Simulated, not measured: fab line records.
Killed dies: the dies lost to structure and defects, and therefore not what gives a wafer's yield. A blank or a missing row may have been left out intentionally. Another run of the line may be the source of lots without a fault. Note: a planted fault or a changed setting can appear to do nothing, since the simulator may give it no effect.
Matching of chambers | flow sky130 | 4 sister chambers for SKY_VIA4_ETCH_12 on rie-diel-04
The step etches SiO2 in C4F8/O2/Ar, stops on TiN, target depth 580 nm. 30 wafers are shown with their chamber, then 12 later ones without.

WAFERS WITH THEIR CHAMBER
wafer  | chamber | oes-product-au (a.u.)
L074.1 | 0       | 0.927
L074.2 | 1       | 0.925
L074.3 | 2       | 0.930
L075.1 | 1       | 0.926
L075.4 | 2       | 0.927
L075.5 | 3       | 0.926
L076.1 | 1       | 0.924
L076.2 | 0       | 0.934
L076.3 | 3       | 0.923
L076.4 | 2       | 0.931
L076.5 | 0       | 0.931
L076.6 | 1       | 0.924
L077.1 | 0       | 0.932
L077.4 | 3       | 0.926
L077.5 | 0       | 0.923
L080.1 | 3       | 0.921
L080.2 | 1       | 0.926
L080.4 | 2       | 0.924
L082.1 | 1       | 0.922
L082.3 | 2       | 0.924
L082.5 | 1       | 0.933
L083.1 | 2       | 0.928
L083.2 | 0       | 0.923
L083.4 | 1       | 0.932
L087.1 | 3       | 0.926
L087.2 | 2       | 0.924
L087.3 | 0       | 0.922
L087.4 | 1       | 0.928
L087.5 | 3       | 0.932
L087.6 | 2       | 0.926

SIGNATURES (averages over the wafers above)
reading        | chamber 0 | chamber 1 | chamber 2 | chamber 3 | scatter within a chamber
oes-product-au | 0.92743   | 0.92667   | 0.92675   | 0.92567   | 0.00382
Rule: for a wafer and a chamber, the distance is found by dividing, reading by reading, the gap between the wafer's reading and the chamber's mean by the reading's scatter, squaring, summing and taking the root. The wafer belongs to the nearest chamber; if the next one is less than 2 further off, it can't be placed. The scatter is the square root of a quotient: the sum, over the shown wafers, of each reading's squared deviation from its chamber's mean, divided by wafers minus chambers.

WAFERS WITHOUT THEIR CHAMBER
wafer  | oes-product-au (a.u.)
L088.2 | 0.923
L088.4 | 0.926
L088.6 | 0.925
L093.3 | 0.921
L093.4 | 0.923
L093.5 | 0.917
L094.2 | 0.929
L094.4 | 0.927
L094.5 | 0.926
L097.2 | 0.925
L097.4 | 0.930
L097.6 | 0.931

THE CHAMBER EACH PASSED THROUGH
wafer  | from the rows above               | in truth
L088.2 | can't be placed: 3 or 1 or 2 or 0 | 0
L088.4 | can't be placed: 3 or 1 or 2 or 0 | 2
L088.6 | can't be placed: 3 or 1 or 2 or 0 | 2
L093.3 | can't be placed: 3 or 1 or 2 or 0 | 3
L093.4 | can't be placed: 3 or 1 or 2 or 0 | 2
L093.5 | can't be placed: 3 or 1 or 2 or 0 | 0
L094.2 | can't be placed: 0 or 2 or 1 or 3 | 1
L094.4 | can't be placed: 2 or 1 or 0 or 3 | 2
L094.5 | can't be placed: 3 or 1 or 2 or 0 | 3
L097.2 | can't be placed: 3 or 1 or 2 or 0 | 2
L097.4 | can't be placed: 0 or 2 or 1 or 3 | 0
L097.6 | can't be placed: 0 or 2 or 1 or 3 | 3
Correctly placed: 0 of 12. Unplaceable from these rows: 12, with the true chamber sitting among the candidates in 12. 0 placed wrongly.
